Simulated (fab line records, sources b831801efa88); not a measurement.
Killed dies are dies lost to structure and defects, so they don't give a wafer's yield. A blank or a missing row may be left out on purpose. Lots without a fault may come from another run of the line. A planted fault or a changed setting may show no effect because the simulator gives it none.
Which tool did it? | flow sky130 | 7 lots, 21 wafers sampled, at 2 steps of a route of 708

WHAT THE GAUGES READ, wafer by wafer
SKY_NWELL_RS_MEAS_29: measures by four-point-probe.
lot  | measured     | on            | NWELL_RS (ohm/sq)
L104 | day 5 18:53  | film_metro-01 | 623.2 622.7 624.2
L106 | day 6 07:50  | film_metro-02 | 624.7 623.4 622.4
L109 | day 7 03:28  | film_metro-03 | 623.6 624.4 623.0
L111 | day 7 18:39  | film_metro-01 | 625.5 624.1 623.7
L116 | day 8 17:23  | film_metro-03 | 133.2 132.9 133.3
L119 | day 9 19:20  | film_metro-02 | 624.1 622.8 623.8
L123 | day 10 16:37 | film_metro-03 | 626.9 626.9 627.3

WHICH TOOL RAN EACH LOT (tool, then ch and the chambers of the sampled wafers, then the start)
lot  | SKY_NWELL_RTA_28
L104 | rtp_anneal-02 ch 0, day 5 18:47
L106 | rtp_anneal-02 ch 0, day 6 07:44
L109 | rtp_anneal-01 ch 0, day 7 03:21
L111 | rtp_anneal-01 ch 0, day 7 18:32
L116 | rtp_anneal-01, day 8 17:16
L119 | rtp_anneal-01 ch 0, day 9 19:13
L123 | rtp_anneal-02 ch 0, day 10 16:31
- SKY_NWELL_RTA_28: time 30 s.

THE ANSWER, worked out from the rows above alone
Rule: what is usual is taken from the lots themselves. Put in order of their means at a reading, lots are off if they are a third of the lots or fewer, leave a main group of 4 or more, and stand apart from it by a gap of 3 or more times the standard deviation of the main group's means; of several such gaps the widest counts. A main group whose means are all the same, to the digits that the tables above print for the reading, isn't used. A lot without any number at a reading at which 4 lots or more have one is off too. The other lots that the step has rows for count as sound.
Off: L116, at SKY_NWELL_RS_MEAS_29 (NWELL_RS). The main group: mean 624.3 ohm/sq, standard deviation 1.3.
A tool fits if, at a process step before that reading, it ran every lot that is off, and no sound lot after the first of them. The gauges at SKY_NWELL_RS_MEAS_29 are tried like those tools. None of those tried fits.

WHAT THE SIMULATOR HAD PUT IN
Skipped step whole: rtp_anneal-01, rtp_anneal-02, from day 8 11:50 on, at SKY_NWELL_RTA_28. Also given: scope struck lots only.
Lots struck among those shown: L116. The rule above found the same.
